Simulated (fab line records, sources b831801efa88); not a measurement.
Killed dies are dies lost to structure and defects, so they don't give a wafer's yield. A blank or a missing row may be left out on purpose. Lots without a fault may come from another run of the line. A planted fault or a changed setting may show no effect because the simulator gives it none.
Which tool did it? | flow gf180mcu | 11 lots, 33 wafers sampled, at 5 steps of a route of 602

WHAT THE GAUGES READ, wafer by wafer
GF_V3_RS_MEAS_24: measures by four-point-probe.
lot  | measured     | on            | V3_W_RS (ohm/sq)
L240 | day 22 06:29 | film_metro-02 | 0.324 0.324 0.339
L242 | day 23 05:48 | film_metro-02 | 0.336 0.337 0.328
L244 | day 24 00:59 | film_metro-03 | 0.322 0.322 0.339
L245 | day 24 10:25 | film_metro-03 | 0.330 0.323 0.327
L247 | day 25 02:55 | film_metro-02 | 0.322 0.324 0.319
L248 | day 25 07:35 | film_metro-03 | 0.338 0.325 0.324
L253 | day 27 00:35 | film_metro-04 | 0.326 0.323 0.324
L254 | day 27 16:53 | film_metro-04 | 0.333 0.321 0.336
L261 | day 29 11:28 | film_metro-02 | 0.336 0.336 0.333
L262 | day 29 12:40 | film_metro-02 | 0.328 0.321 0.330
L263 | day 29 15:22 | film_metro-03 | 0.331 0.328 0.325

GF_M4_CD_MEAS_14: target cd 280 nm.
lot  | measured     | on        | cd_nm (nm)
L240 | day 23 06:19 | cd_sem-01 | 281.2 281.5 281.0
L242 | day 24 04:28 | cd_sem-01 | 279.5 278.3 278.1
L244 | day 24 23:22 | cd_sem-02 | 277.1 276.9 277.2
L245 | day 25 08:56 | cd_sem-01 | 281.4 280.4 281.2
L247 | day 26 00:31 | cd_sem-01 | 279.1 279.3 279.4
L248 | day 26 05:38 | cd_sem-01 | 279.3 279.6 279.5
L253 | day 27 20:48 | cd_sem-01 | 283.0 281.8 283.3 282.4 281.5 283.1
L254 | day 28 13:31 | cd_sem-02 | 282.2 283.0 282.2
L261 | day 30 06:46 | cd_sem-02 | 279.6 278.5 278.7
L262 | day 30 07:31 | cd_sem-01 | 278.4 278.2 277.6
L263 | day 30 10:40 | cd_sem-02 | 279.1 279.0 278.7

WHICH TOOL RAN EACH LOT (tool, then ch and the chambers of the sampled wafers, then the start)
lot  | GF_M3_SPUTTER_04             | GF_V3_SPUTTER_22             | GF_M4_COAT_09
L240 | pvd_sputter-04, day 20 04:32 | pvd_sputter-04, day 22 06:20 | litho_track-02 ch 0, day 22 18:28
L242 | pvd_sputter-03, day 21 03:28 | pvd_sputter-04, day 23 05:35 | litho_track-02 ch 0, day 23 17:04
L244 | pvd_sputter-03, day 22 00:25 | pvd_sputter-03, day 24 00:50 | litho_track-03 ch 0, day 24 12:25
L245 | pvd_sputter-04, day 22 09:48 | pvd_sputter-03, day 24 10:14 | litho_track-03 ch 0, day 24 21:56
L247 | pvd_sputter-04, day 23 03:28 | pvd_sputter-04, day 25 02:42 | litho_track-02 ch 0, day 25 13:42
L248 | pvd_sputter-03, day 23 08:43 | pvd_sputter-03, day 25 07:26 | litho_track-02 ch 0, day 25 18:52
L253 | pvd_sputter-01, day 25 03:24 | pvd_sputter-02, day 27 00:24 | litho_track-02 ch 0, day 27 10:43
L254 | pvd_sputter-01, day 25 20:41 | pvd_sputter-03, day 27 16:41 | litho_track-02 ch 0, day 28 03:01
L261 | pvd_sputter-03, day 27 17:58 | pvd_sputter-03, day 29 11:19 | litho_track-04 ch 0, day 29 21:16
L262 | pvd_sputter-03, day 27 19:27 | pvd_sputter-03, day 29 12:31 | litho_track-03 ch 0, day 29 21:55
L263 | pvd_sputter-03, day 27 22:51 | pvd_sputter-04, day 29 15:13 | litho_track-03 ch 0, day 30 01:28
- GF_M3_SPUTTER_04: material TiN, target thk 50 nm, time 41.7 s.
- GF_V3_SPUTTER_22: material TiN, target thk 10 nm, time 40 s.
- GF_M4_COAT_09: resist thk 1000 nm.

WHAT THE TOOLS THEMSELVES READ (means of the sampled wafers that have a number; where no wafer has one, the mark that the record gives instead)
GF_M3_SPUTTER_04.
lot  | tool           | throttle_valve_pct (%)
L240 | pvd_sputter-04 | 30.1
L242 | pvd_sputter-03 | 30.3
L244 | pvd_sputter-03 | 31.8
L245 | pvd_sputter-04 | 30.4
L247 | pvd_sputter-04 | 30.0
L248 | pvd_sputter-03 | 30.6
L253 | pvd_sputter-01 | 29.2
L254 | pvd_sputter-01 | 29.3
L261 | pvd_sputter-03 | 30.9
L262 | pvd_sputter-03 | 30.8
L263 | pvd_sputter-03 | 30.8

GF_V3_SPUTTER_22.
lot  | tool           | throttle_valve_pct (%)
L240 | pvd_sputter-04 | 30.1
L242 | pvd_sputter-04 | 30.4
L244 | pvd_sputter-03 | 31.8
L245 | pvd_sputter-03 | 31.3
L247 | pvd_sputter-04 | 29.5
L248 | pvd_sputter-03 | 30.8
L253 | pvd_sputter-02 | 30.2
L254 | pvd_sputter-03 | 30.1
L261 | pvd_sputter-03 | 30.7
L262 | pvd_sputter-03 | 30.8
L263 | pvd_sputter-04 | 30.1

GF_M4_COAT_09.
lot  | tool           | resist_line_temp_C (C)
L240 | litho_track-02 | 23.02
L242 | litho_track-02 | 23.00
L244 | litho_track-03 | 22.97
L245 | litho_track-03 | 23.02
L247 | litho_track-02 | 23.15
L248 | litho_track-02 | 23.13
L253 | litho_track-02 | 22.91
L254 | litho_track-02 | 22.96
L261 | litho_track-04 | 23.05
L262 | litho_track-03 | 23.16
L263 | litho_track-03 | 23.10

THE ANSWER, worked out from the rows above alone
Rule: what is usual is taken from the lots themselves. Put in order of their means at a reading, lots are off if they are a third of the lots or fewer, leave a main group of 4 or more, and stand apart from it by a gap of 3 or more times the standard deviation of the main group's means; of several such gaps the widest counts. A main group whose means are all the same, to the digits that the tables above print for the reading, isn't used. A lot without any number at a reading at which 4 lots or more have one is off too. The other lots that the step has rows for count as sound. The gauges are gone through in route order, then the tools' own readings, and for those a lot's mean is taken as printed above. The first step at which some lot is off is used, and at that step the reading that is off furthest; a lot without a number counts as furthest.
No lot is off at any reading shown: from this, nothing can be told.

WHAT THE SIMULATOR HAD PUT IN
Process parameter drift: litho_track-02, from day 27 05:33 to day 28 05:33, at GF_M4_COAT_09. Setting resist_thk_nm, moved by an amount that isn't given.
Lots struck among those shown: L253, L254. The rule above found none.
